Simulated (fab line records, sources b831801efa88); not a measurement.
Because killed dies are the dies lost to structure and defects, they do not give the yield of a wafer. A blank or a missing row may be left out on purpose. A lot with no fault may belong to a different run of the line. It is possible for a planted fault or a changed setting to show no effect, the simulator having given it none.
The tool behind it: which one? + flow gf180mcu + 14 lots with 42 wafers sampled at 7 steps, on a route of 602 steps

== WHAT THE GAUGES READ, wafer by wafer ==
GF_VT_IMPLANT_OVL_MEAS_29.
| lot  | measured     | on         | VT_IMPLANT_02_OVL (nm) |
|------|--------------|------------|------------------------|
| L609 | day 7 05:33  | overlay-01 | 2.0 0.7 2.4            |
| L610 | day 7 08:42  | overlay-01 | -2.6 -1.4 -2.1         |
| L612 | day 8 00:30  | overlay-01 | 3.8 1.2 1.2            |
| L613 | day 8 02:29  | overlay-02 | 0.9 0.1 0.3            |
| L614 | day 8 12:16  | overlay-01 | 0.2 1.1 0.4            |
| L615 | day 8 18:31  | overlay-02 | -0.8 0.7 0.1           |
| L624 | day 11 03:26 | overlay-02 | 2.6 1.9 3.0            |
| L625 | day 11 11:50 | overlay-02 | 0.4 -1.6 0.5           |
| L626 | day 11 19:18 | overlay-02 | 0.8 -2.1 -0.1          |
| L627 | day 12 01:56 | overlay-01 | 0.2 0.9 1.4            |
| L628 | day 12 11:02 | overlay-01 | -0.8 2.6 -0.4          |
| L629 | day 12 21:49 | overlay-01 | 2.8 2.5 -0.2           |
| L630 | day 13 05:56 | overlay-01 | -0.6 -0.5 -0.2         |
| L631 | day 13 12:05 | overlay-01 | -0.1 0.0 1.3           |

GF_POLY_GATE_CD_MEAS_18.
| lot  | measured     | on        | cd_nm (nm)        |
|------|--------------|-----------|-------------------|
| L609 | day 9 17:27  | cd_sem-01 | 279.4 279.2 277.8 |
| L610 | day 9 18:44  | cd_sem-01 | 280.4 280.8 281.5 |
| L612 | day 10 12:55 | cd_sem-02 | 282.3 279.6 282.2 |
| L613 | day 10 17:05 | cd_sem-01 | 283.0 279.6 282.0 |
| L614 | day 10 23:54 | cd_sem-02 | - - -             |
| L615 | day 11 08:51 | cd_sem-01 | - - -             |
| L624 | day 13 20:29 | cd_sem-02 | 282.0 277.9 276.7 |
| L625 | day 14 08:50 | cd_sem-01 | 282.9 281.1 281.2 |
| L626 | day 14 15:51 | cd_sem-02 | 275.5 277.2 277.3 |
| L627 | day 14 22:09 | cd_sem-02 | 281.3 278.6 279.6 |
| L628 | day 15 11:27 | cd_sem-02 | 280.7 278.3 281.0 |
| L629 | day 15 19:55 | cd_sem-01 | 280.4 282.8 283.2 |
| L630 | day 16 05:18 | cd_sem-02 | 282.2 280.6 280.0 |
| L631 | day 16 13:47 | cd_sem-02 | 280.5 281.2 278.0 |

== TOOL THAT RAN EACH LOT (tool first, then ch and the chambers of the sampled wafers, then the start) ==
| lot  | GF_MVPSD_STRIP_10                    | GF_VT_IMPLANT_STRIP_20               | GF_POLY_GATE_ETCH_12               | GF_POLY_GATE_ETCH_13             | GF_POLY_GATE_STRIP_14                |
|------|--------------------------------------|--------------------------------------|------------------------------------|----------------------------------|--------------------------------------|
| L609 | plasma_asher-04 ch 0,1, day 5 09:07  | plasma_asher-02 ch 0,1, day 6 14:50  | rie_diel-04 ch 1,3, day 9 15:47    | rie_si-02 ch 0,1,2, day 9 15:50  | plasma_asher-03 ch 0,1, day 9 15:53  |
| L610 | plasma_asher-03 ch 0,1, day 5 11:36  | plasma_asher-01 ch 0,1, day 6 16:42  | rie_diel-02 ch 0,1,3, day 9 17:08  | rie_si-01 ch 1,2, day 9 17:11    | plasma_asher-02 ch 0,1, day 9 17:14  |
| L612 | plasma_asher-03 ch 0,1, day 6 02:16  | plasma_asher-04 ch 0,1, day 7 09:11  | rie_diel-03 ch 0,1, day 10 11:08   | rie_si-01 ch 2,3, day 10 11:13   | plasma_asher-03 ch 0,1, day 10 11:16 |
| L613 | plasma_asher-01 ch 0,1, day 6 04:34  | plasma_asher-02 ch 0,1, day 7 10:36  | rie_diel-03 ch 0,2, day 10 14:26   | rie_si-02 ch 0,1, day 10 14:29   | plasma_asher-01 ch 0,1, day 10 14:32 |
| L614 | plasma_asher-01 ch 0,1, day 6 12:37  | plasma_asher-02 ch 0, day 7 19:40    | rie_diel-02 ch 0,1,2, day 10 22:15 | rie_si-01 ch 0,2, day 10 22:18   | plasma_asher-02 ch 0,1, day 10 22:22 |
| L615 | plasma_asher-01 ch 0,1, day 6 17:54  | plasma_asher-04 ch 0,1, day 8 01:46  | rie_diel-04 ch 1,2,3, day 11 06:41 | rie_si-01 ch 0,1,3, day 11 06:44 | plasma_asher-03 ch 1, day 11 06:47   |
| L624 | plasma_asher-04 ch 0,1, day 8 21:45  | plasma_asher-02 ch 0,1, day 10 09:11 | rie_diel-02 ch 1,2,3, day 13 18:53 | rie_si-02 ch 0,1,3, day 13 18:56 | plasma_asher-02 ch 0,1, day 13 18:59 |
| L625 | plasma_asher-04 ch 0,1, day 9 04:18  | plasma_asher-01 ch 0,1, day 10 17:16 | rie_diel-04 ch 0,1,3, day 14 06:11 | rie_si-01 ch 1,2,3, day 14 06:14 | plasma_asher-02 ch 0,1, day 14 06:17 |
| L626 | plasma_asher-03 ch 0, day 9 12:43    | plasma_asher-04 ch 0,1, day 11 00:52 | rie_diel-04 ch 0,1, day 14 13:56   | rie_si-02 ch 1,3, day 14 13:59   | plasma_asher-03 ch 0,1, day 14 14:02 |
| L627 | plasma_asher-03 ch 1, day 9 19:12    | plasma_asher-01 ch 0,1, day 11 07:05 | rie_diel-03 ch 0,1,2, day 14 20:35 | rie_si-02 ch 0,1,2, day 14 20:38 | plasma_asher-03 ch 0,1, day 14 20:41 |
| L628 | plasma_asher-03 ch 0,1, day 10 03:09 | plasma_asher-02 ch 0,1, day 11 16:01 | rie_diel-02 ch 0,1,2, day 15 09:53 | rie_si-01 ch 2,3, day 15 09:56   | plasma_asher-01 ch 0,1, day 15 09:59 |
| L629 | plasma_asher-04 ch 0,1, day 10 13:57 | plasma_asher-01 ch 0,1, day 12 02:42 | rie_diel-03 ch 2,3, day 15 18:18   | rie_si-02 ch 0,3, day 15 18:21   | plasma_asher-01 ch 0,1, day 15 18:26 |
| L630 | plasma_asher-04 ch 0,1, day 10 20:19 | plasma_asher-04 ch 0, day 12 09:42   | rie_diel-04 ch 0,1,2, day 16 03:42 | rie_si-01 ch 0,2,3, day 16 03:45 | plasma_asher-01 ch 0,1, day 16 03:48 |
| L631 | plasma_asher-01 ch 0,1, day 11 02:37 | plasma_asher-01 ch 0,1, day 12 16:01 | rie_diel-02 ch 1,2,3, day 16 11:09 | rie_si-02 ch 1,2,3, day 16 11:12 | plasma_asher-02 ch 0,1, day 16 11:15 |
- GF_MVPSD_STRIP_10: strips in O2/N2.
- GF_VT_IMPLANT_STRIP_20: strips in O2/N2.
- GF_POLY_GATE_ETCH_12: etches BARC in N2/H2.
- GF_POLY_GATE_ETCH_13: etches poly-Si in HBr/Cl2, stops on SiO2, target depth 198.5 nm, time 69.6 s.
- GF_POLY_GATE_STRIP_14: strips in O2/N2.

== WHAT THE TOOLS THEMSELVES READ (means of the sampled wafers that have a number; where no wafer has one, the mark that the record gives instead) ==
GF_MVPSD_STRIP_10.
| lot  | tool            | chamber_pressure_mTorr (mTorr) | drypump_motor_current_A (A) | heater_power_w (W) | oes_product_au (a.u.) | strip_time_to_endpoint_s (s) |
|------|-----------------|--------------------------------|-----------------------------|--------------------|-----------------------|------------------------------|
| L609 | plasma_asher-04 | 1499.6                         | 5.95                        | 330                | 0.718                 | 36.81                        |
| L610 | plasma_asher-03 | 1500.0                         | 5.98                        | 287                | 0.725                 | 36.91                        |
| L612 | plasma_asher-03 | 1500.0                         | 5.97                        | 290                | 0.723                 | 37.18                        |
| L613 | plasma_asher-01 | 1499.6                         | 5.83                        | 334                | 0.727                 | 36.82                        |
| L614 | plasma_asher-01 | 1499.9                         | 5.85                        | 330                | 0.722                 | 36.99                        |
| L615 | plasma_asher-01 | 1499.4                         | 5.84                        | 333                | 0.726                 | 36.88                        |
| L624 | plasma_asher-04 | 1500.3                         | 5.98                        | 325                | 0.720                 | 36.93                        |
| L625 | plasma_asher-04 | 1500.3                         | 5.97                        | 327                | 0.719                 | 36.80                        |
| L626 | plasma_asher-03 | 1499.9                         | 6.09                        | 267                | 0.721                 | 36.93                        |
| L627 | plasma_asher-03 | 1500.2                         | 5.73                        | 331                | 0.725                 | 36.93                        |
| L628 | plasma_asher-03 | 1500.8                         | 5.89                        | 310                | 0.720                 | 37.08                        |
| L629 | plasma_asher-04 | 1500.5                         | 5.96                        | 327                | 0.723                 | 36.95                        |
| L630 | plasma_asher-04 | 1499.5                         | 5.68                        | 336                | 0.723                 | 37.04                        |
| L631 | plasma_asher-01 | 1500.4                         | 5.83                        | 333                | 0.724                 | 36.97                        |

GF_VT_IMPLANT_STRIP_20.
| lot  | tool            | chamber_pressure_mTorr (mTorr) | drypump_motor_current_A (A) | heater_power_w (W) | oes_product_au (a.u.) | strip_time_to_endpoint_s (s) |
|------|-----------------|--------------------------------|-----------------------------|--------------------|-----------------------|------------------------------|
| L609 | plasma_asher-02 | 1500                           | 5.1                         | 352                | 0.718                 | 12.65                        |
| L610 | plasma_asher-01 | 1500                           | 5.8                         | 338                | 0.715                 | 12.60                        |
| L612 | plasma_asher-04 | 1500                           | 6.0                         | 323                | 0.720                 | 12.62                        |
| L613 | plasma_asher-02 | 1500                           | 5.1                         | 351                | 0.715                 | 12.58                        |
| L614 | plasma_asher-02 | 1500                           | 5.3                         | 321                | 0.720                 | 12.62                        |
| L615 | plasma_asher-04 | 1500                           | 6.0                         | 326                | 0.722                 | 12.60                        |
| L624 | plasma_asher-02 | 1501                           | 5.1                         | 348                | 0.716                 | 12.63                        |
| L625 | plasma_asher-01 | 1500                           | 5.8                         | 334                | 0.717                 | 12.61                        |
| L626 | plasma_asher-04 | 1499                           | 5.7                         | 332                | 0.722                 | 12.67                        |
| L627 | plasma_asher-01 | 1500                           | 5.8                         | 339                | 0.718                 | 12.62                        |
| L628 | plasma_asher-02 | 1501                           | 5.1                         | 351                | 0.721                 | 12.64                        |
| L629 | plasma_asher-01 | 1499                           | 5.9                         | 335                | 0.712                 | 12.65                        |
| L630 | plasma_asher-04 | 1500                           | 6.2                         | 314                | 0.716                 | 12.64                        |
| L631 | plasma_asher-01 | 1501                           | 5.8                         | 332                | 0.717                 | 12.67                        |

GF_POLY_GATE_ETCH_12.
| lot  | tool        | bias_w (W) | chamber_pressure_mTorr (mTorr) | drypump_motor_current_A (A) | oes_product_au (a.u.) | rf_fwd_power_W (W) | throttle_valve_pct (%) |
|------|-------------|------------|--------------------------------|-----------------------------|-----------------------|--------------------|------------------------|
| L609 | rie_diel-04 | 100.03     | 29.98                          | 5.6                         | 0.739                 | 497.7              | 13.214                 |
| L610 | rie_diel-02 | 100.03     | 29.99                          | 6.0                         | 0.736                 | 496.8              | 13.216                 |
| L612 | rie_diel-03 | 99.77      | 29.99                          | 6.0                         | 0.735                 | 495.0              | 13.211                 |
| L613 | rie_diel-03 | 99.88      | 29.99                          | 5.8                         | 0.736                 | 494.1              | 13.210                 |
| L614 | rie_diel-02 | -          | -                              | -                           | -                     | -                  | -                      |
| L615 | rie_diel-04 | -          | -                              | -                           | -                     | -                  | -                      |
| L624 | rie_diel-02 | 99.80      | 30.02                          | 6.0                         | 0.729                 | 497.2              | 13.214                 |
| L625 | rie_diel-04 | 99.96      | 30.01                          | 5.9                         | 0.731                 | 496.1              | 13.221                 |
| L626 | rie_diel-04 | 99.81      | 29.98                          | 5.9                         | 0.734                 | 496.4              | 13.211                 |
| L627 | rie_diel-03 | 99.95      | 30.02                          | 5.9                         | 0.731                 | 495.0              | 13.213                 |
| L628 | rie_diel-02 | 100.15     | 29.98                          | 6.0                         | 0.734                 | 495.6              | 13.216                 |
| L629 | rie_diel-03 | 99.70      | 30.00                          | 5.4                         | 0.737                 | 493.1              | 13.212                 |
| L630 | rie_diel-04 | 99.81      | 30.01                          | 5.9                         | 0.738                 | 497.3              | 13.216                 |
| L631 | rie_diel-02 | 99.82      | 30.00                          | 6.0                         | 0.739                 | 496.4              | 13.218                 |

GF_POLY_GATE_ETCH_13.
| lot  | tool      | HBr_flow_sccm (sccm) | bias_w (W) | chamber_pressure_mTorr (mTorr) | drypump_motor_current_A (A) | oes_product_au (a.u.) | rf_fwd_power_W (W) | throttle_valve_pct (%) |
|------|-----------|----------------------|------------|--------------------------------|-----------------------------|-----------------------|--------------------|------------------------|
| L609 | rie_si-02 | 149.8                | 100.0      | 10.001                         | 5.8                         | 0.984                 | 396.6              | 33.679                 |
| L610 | rie_si-01 | 150.4                | 100.2      | 9.990                          | 5.5                         | 0.992                 | 397.1              | 33.682                 |
| L612 | rie_si-01 | 150.1                | 99.9       | 9.997                          | 5.6                         | 0.997                 | 395.7              | 33.689                 |
| L613 | rie_si-02 | 150.0                | 99.8       | 9.997                          | 6.4                         | 0.982                 | 396.4              | 33.678                 |
| L614 | rie_si-01 | 150.0                | 100.0      | 10.000                         | 5.3                         | 0.268                 | 396.8              | 33.685                 |
| L615 | rie_si-01 | 149.9                | 100.2      | 9.997                          | 5.6                         | 0.272                 | 397.2              | 33.677                 |
| L624 | rie_si-02 | 150.2                | 100.1      | 10.003                         | 6.1                         | 0.985                 | 396.2              | 33.682                 |
| L625 | rie_si-01 | 150.1                | 99.9       | 9.995                          | 5.5                         | 0.996                 | 397.8              | 33.678                 |
| L626 | rie_si-02 | 150.4                | 100.0      | 9.999                          | 6.2                         | 0.988                 | 396.5              | 33.679                 |
| L627 | rie_si-02 | 149.6                | 99.9       | 9.988                          | 5.8                         | 0.987                 | 395.1              | 33.690                 |
| L628 | rie_si-01 | 150.1                | 100.1      | 10.032                         | 5.5                         | 0.997                 | 396.5              | 33.681                 |
| L629 | rie_si-02 | 150.1                | 99.9       | 10.002                         | 5.8                         | 0.986                 | 396.0              | 33.682                 |
| L630 | rie_si-01 | 150.2                | 100.0      | 10.000                         | 5.5                         | 1.002                 | 397.8              | 33.688                 |
| L631 | rie_si-02 | 149.6                | 99.8       | 9.997                          | 5.9                         | 0.991                 | 395.5              | 33.689                 |

GF_POLY_GATE_STRIP_14.
| lot  | tool            | chamber_pressure_mTorr (mTorr) | drypump_motor_current_A (A) | heater_power_w (W) | oes_product_au (a.u.) |
|------|-----------------|--------------------------------|-----------------------------|--------------------|-----------------------|
| L609 | plasma_asher-03 | 1499.2                         | 6.0                         | 285                | 0.508                 |
| L610 | plasma_asher-02 | 1500.4                         | 5.1                         | 355                | 0.508                 |
| L612 | plasma_asher-03 | 1499.6                         | 5.9                         | 312                | 0.504                 |
| L613 | plasma_asher-01 | 1500.6                         | 5.8                         | 333                | 0.506                 |
| L614 | plasma_asher-02 | 1500.6                         | 5.1                         | 354                | 0.529                 |
| L615 | plasma_asher-03 | 1499.1                         | 5.8                         | 331                | 0.523                 |
| L624 | plasma_asher-02 | 1498.8                         | 5.1                         | 348                | 0.504                 |
| L625 | plasma_asher-02 | 1499.5                         | 5.2                         | 336                | 0.507                 |
| L626 | plasma_asher-03 | 1498.2                         | 5.8                         | 307                | 0.503                 |
| L627 | plasma_asher-03 | 1498.7                         | 6.0                         | 283                | 0.504                 |
| L628 | plasma_asher-01 | 1500.7                         | 5.8                         | 330                | 0.506                 |
| L629 | plasma_asher-01 | 1500.8                         | 5.8                         | 338                | 0.504                 |
| L630 | plasma_asher-01 | 1501.4                         | 5.8                         | 336                | 0.507                 |
| L631 | plasma_asher-02 | 1500.3                         | 5.2                         | 335                | 0.505                 |

== THE ANSWER, worked out from the rows above alone ==
Rule: the lots themselves supply what counts as usual. The widest of any qualifying gaps counts: lots, ordered by their means at a reading, are off when they make up no more than a third of the lots, leave a main group of 4 or more, and stand apart from it by 3 or more times the standard deviation of that group's means. Not used: any main group whose means are identical at the precision the tables above print for the reading. Also off: a lot with no number at a reading for which 4 or more lots have one. Where the step has rows for the other lots, those lots are counted as sound. After the gauges, taken in route order, come the tools' own readings; for these a lot's mean is taken, as printed above. The first step at which some lot is off is used, and at that step the reading that is off furthest; a lot without a number counts as furthest.
Off, at GF_POLY_GATE_CD_MEAS_18 on cd_nm: L614, L615. Without a number there: L614, L615. The main group has a mean of 280.2 nm with a standard deviation of 1.5.
A tool fits if, at a process step before that reading, it ran every lot that is off, and no sound lot after the first of them. The gauges at GF_POLY_GATE_CD_MEAS_18 aren't tried: what is off there is off at GF_POLY_GATE_ETCH_12 too, on other tools, and a gauge's error can't cause that. Not one of the candidates tried fits.

== WHAT WAS PUT IN BY THE SIMULATOR ==
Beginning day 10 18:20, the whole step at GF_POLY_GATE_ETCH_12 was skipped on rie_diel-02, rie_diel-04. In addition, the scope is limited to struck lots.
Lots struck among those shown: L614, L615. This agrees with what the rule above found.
